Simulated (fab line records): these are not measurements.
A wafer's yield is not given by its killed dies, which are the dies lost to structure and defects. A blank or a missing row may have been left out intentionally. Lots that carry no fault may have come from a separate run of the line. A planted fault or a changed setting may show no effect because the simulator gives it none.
Which tool did it?    flow sky130    21 wafers sampled from 7 lots at 1 step of a route of 708

## WHAT THE GAUGES READ, wafer by wafer
SKY_FIELD_ISO_THK_MEAS_04.
lot   measured     on             FIELD_ISO_CVD_03_THK (nm)
L979  day 1 19:36  film_metro-03  165.4 165.8 164.5
L982  day 2 13:53  film_metro-01  164.4 163.2 164.4
L985  day 3 00:52  film_metro-02  163.3 162.9 163.5
L989  day 3 20:30  film_metro-01  163.0 164.7 163.9
L992  day 4 13:13  film_metro-03  166.1 166.5 167.7
L998  day 5 18:25  film_metro-03  165.5 166.8 166.0
L100  day 6 07:44  film_metro-01  165.2 165.5 165.2

## EACH LOT AND THE TOOL THAT RAN IT (in order: tool; ch and the chambers of the sampled wafers; start)
The record shows no process step preceding these readings.

## THE ANSWER, worked out from the rows above alone
Rule: the lots themselves supply what counts as usual. Put in order of their means at a reading, lots are off if they are a third of the lots or fewer, leave a main group of 4 or more, and stand apart from it by a gap of 3 or more times the standard deviation of the main group's means; of several such gaps the widest counts. A main group whose means are all the same, to the digits that the tables above print for the reading, isn't used. A lot without any number at a reading at which 4 lots or more have one is off too. All remaining lots with rows at the step are treated as sound.
Nothing can be told from this: no lot is off at any reading shown.

## WHAT THE SIMULATOR PUT IN
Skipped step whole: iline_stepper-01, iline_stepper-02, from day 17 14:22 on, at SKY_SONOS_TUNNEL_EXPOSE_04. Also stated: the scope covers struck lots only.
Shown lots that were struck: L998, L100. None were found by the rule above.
